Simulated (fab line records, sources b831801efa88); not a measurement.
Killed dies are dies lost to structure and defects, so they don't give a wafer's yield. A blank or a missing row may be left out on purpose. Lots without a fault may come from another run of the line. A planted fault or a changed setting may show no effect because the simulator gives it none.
Problem report in the 8D (eight disciplines) form, filled by code | flow sky130 | the parts of the form that need people (team, actions taken, sign-off) are left out

1. THE PROBLEM
killed_at_contacts at SKY_PAD_OPEN_PROBE_99 reads a mean of 69 on 1 wafer of 1 lot; wafers without a fault read 25 with a standard deviation of 5.4. That is +8.1 standard deviations from the usual mean.
First seen on wafer L257.2, day 50 02:29, on prober-01. The record holds 3 wafers of 1 lot with a number at this step. Rule for "out", or "out of limits": more than 4 standard deviations from the usual mean. The other wafers with a number count as sound.

2. WHAT IT IS AND WHAT IT IS NOT
question                    | is                 | is not
which readings at this step | killed_at_contacts | killed_at_M0_to_M3, killed_at_M4_up, killed_at_front_end, killed_at_other, killed_open, killed_short
which lots                  | L257               | -
which wafers of those lots  | L257.2             | L257.3, L257.5
read on which tools         | prober-01          | -
when                        | from day 50 02:29  | up to then (0 sound wafers); but 2 sound wafers of L257 came after

3. SUSPECTS, AND WHAT RULES EACH OUT
Counting: a tool at a process step up to the reading stays a suspect if it ran every lot that is out. Sound lots after the first of them don't rule it out here, since some wafers of a struck lot are sound.
- rie_diel-01 at SKY_LI_CONTACT_ETCH_14 (etches BARC in N2/H2, stops on SiO2, time 45.9 s, target depth 60 nm): kept. It ran the lot that is out, L257 (day 34 17:53).
- rie_diel-02 at SKY_VIA3_ETCH_15 (etches SiO2 in C4F8/O2/Ar, stops on TiN, target depth 507 nm, time 78 s): kept. It ran the lot that is out, L257 (day 44 16:00).
- rie_metal-01 at SKY_METAL5_DESCUM_14 (chemistry O2, time 11 s): kept. It ran the lot that is out, L257 (day 48 08:57).
- pecvd-03 at SKY_PASSIVATION_CVD_00 (deposits SiO2, target thk 90 nm): kept. It ran the lot that is out, L257 (day 48 09:50).
- prober-01 at SKY_PAD_OPEN_PROBE_99: kept. It ran the lot that is out, L257 (day 50 02:29). Its own readings are out on those wafers: killed_at_contacts.
- Within rie_diel-01 at SKY_LI_CONTACT_ETCH_14: the wafers that are out ran in chamber 1; their sound lot-mates ran in chambers 0, 2.
- Within rie_diel-02 at SKY_VIA3_ETCH_15: the wafers that are out ran in chamber 1; their sound lot-mates ran in chamber 0.
Left after counting: rie_diel-01 at SKY_LI_CONTACT_ETCH_14, rie_diel-02 at SKY_VIA3_ETCH_15, rie_metal-01 at SKY_METAL5_DESCUM_14, pecvd-03 at SKY_PASSIVATION_CVD_00, prober-01 at SKY_PAD_OPEN_PROBE_99.

4. THE CAUSE (what the simulator had put in)
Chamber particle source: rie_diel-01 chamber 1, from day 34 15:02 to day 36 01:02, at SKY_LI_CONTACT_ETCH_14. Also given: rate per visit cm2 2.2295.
Counting left 5 suspects, and this tool is among them.

5. THE CHAIN OF EFFECTS, in route order
Each row: a reading whose mean over the struck wafers that have a number lies more than 3 standard deviations from the usual. Only readings for which the record gives a usual standard deviation are gone through. hours: the time from each lot's start at the first step in this table that gives one to its start at this step, as a median over the lots. sigmas: the change in usual standard deviations.
hours | step                  | reading            | usual | on struck wafers | change | sigmas
0     | SKY_PAD_OPEN_PROBE_99 | killed_at_contacts | 25    | 69               | +44    | +8.1
0     | SKY_PAD_OPEN_PROBE_99 | killed_dies        | 87    | 126              | +39    | +3.5
The process steps in it:
- SKY_PAD_OPEN_PROBE_99

6. WHAT WOULD HAVE CAUGHT IT SOONER
In this record the first reading out of limits was taken at day 50 02:29, 371 hours after the fault began at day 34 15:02.
Of the tool readings at SKY_LI_CONTACT_ETCH_14 for which the record gives a usual standard deviation, none was out on any struck wafer, so an alarm limit of 4 standard deviations on them would not have fired.
All the lots that are out (1) had begun SKY_LI_CONTACT_ETCH_14 on rie_diel-01 by day 50 02:29. A hold on the tool at that time would have spared none of them.
